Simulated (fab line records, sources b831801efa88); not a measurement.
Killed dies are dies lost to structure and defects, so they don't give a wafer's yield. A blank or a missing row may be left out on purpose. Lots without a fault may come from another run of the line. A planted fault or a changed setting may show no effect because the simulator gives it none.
Chamber matching | flow sky130 | SKY_LI_CONTACT_ETCH_15 on rie_diel-01: 4 sister chambers
The step etches PSG in C4F8/O2/Ar, stops on Si, target depth 600 nm. 14 wafers are shown with their chamber, then 7 later ones without.

WAFERS WITH THEIR CHAMBER
wafer  | chamber | rf_fwd_power_W (W) | oes_product_au (a.u.) | chamber_pressure_mTorr (mTorr)
L435.2 | 3       | 1493               | 0.831                 | 39.98
L435.4 | 3       | 1491               | 0.826                 | 39.97
L435.6 | 0       | 1493               | 0.835                 | 40.01
L436.2 | 3       | 1489               | 0.840                 | 40.03
L436.3 | 0       | 1499               | 0.837                 | 40.02
L436.5 | 0       | 1496               | 0.844                 | 40.01
L438.1 | 0       | 1493               | 0.840                 | 39.98
L438.4 | 1       | 1492               | 0.843                 | 40.00
L438.6 | 1       | 1480               | 0.836                 | 40.00
L449.1 | 0       | 1497               | 0.834                 | 40.07
L449.4 | 2       | 1502               | 0.848                 | 40.01
L449.5 | 1       | 1492               | 0.843                 | 39.96
L450.2 | 1       | 1483               | 0.834                 | 40.02
L450.3 | 0       | 1489               | 0.844                 | 40.05

SIGNATURES (means of the wafers above)
reading                | chamber 0 | chamber 1 | chamber 2 | chamber 3 | scatter within a chamber
rf_fwd_power_W         | 1494.50   | 1486.75   | 1502.00   | 1491.00   | 4.32
oes_product_au         | 0.83900   | 0.83900   | 0.84800   | 0.83233   | 0.00513
chamber_pressure_mTorr | 40.0233   | 39.9950   | 40.0100   | 39.9933   | 0.0302
Rule: a wafer's distance from a chamber is the root of the sum, over the readings, of the square of ((its reading less the chamber's mean) divided by the reading's scatter). The wafer belongs to the nearest chamber; if the next one is less than 2 further off, it can't be placed. The scatter: the root of (the sum of the squares of (reading less its chamber's mean) over the shown wafers, divided by (wafers less chambers)).

WAFERS WITHOUT THEIR CHAMBER
wafer  | rf_fwd_power_W (W) | oes_product_au (a.u.) | chamber_pressure_mTorr (mTorr)
L450.4 | 1493               | 0.832                 | 39.96
L455.3 | 1494               | 0.831                 | 40.03
L455.4 | 1495               | 0.837                 | 40.03
L455.5 | 1500               | 0.836                 | 40.03
L457.2 | 1487               | 0.830                 | 39.99
L457.5 | 1493               | 0.834                 | 39.98
L457.6 | 1491               | 0.835                 | 40.01

WHICH CHAMBER EACH WENT THROUGH
wafer  | from the rows above               | in truth
L450.4 | can't be placed: 3 or 1 or 0      | 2
L455.3 | can't be placed: 3 or 0 or 1      | 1
L455.4 | can't be placed: 0 or 3 or 1      | 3
L455.5 | can't be placed: 0 or 2 or 3 or 1 | 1
L457.2 | can't be placed: 3 or 1 or 0      | 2
L457.5 | can't be placed: 3 or 0 or 1      | 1
L457.6 | can't be placed: 3 or 0 or 1      | 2
Placed correctly: 0 of 7. Can't be placed from these rows: 7 (the true chamber is among the candidates in 4). Placed wrongly: 0.
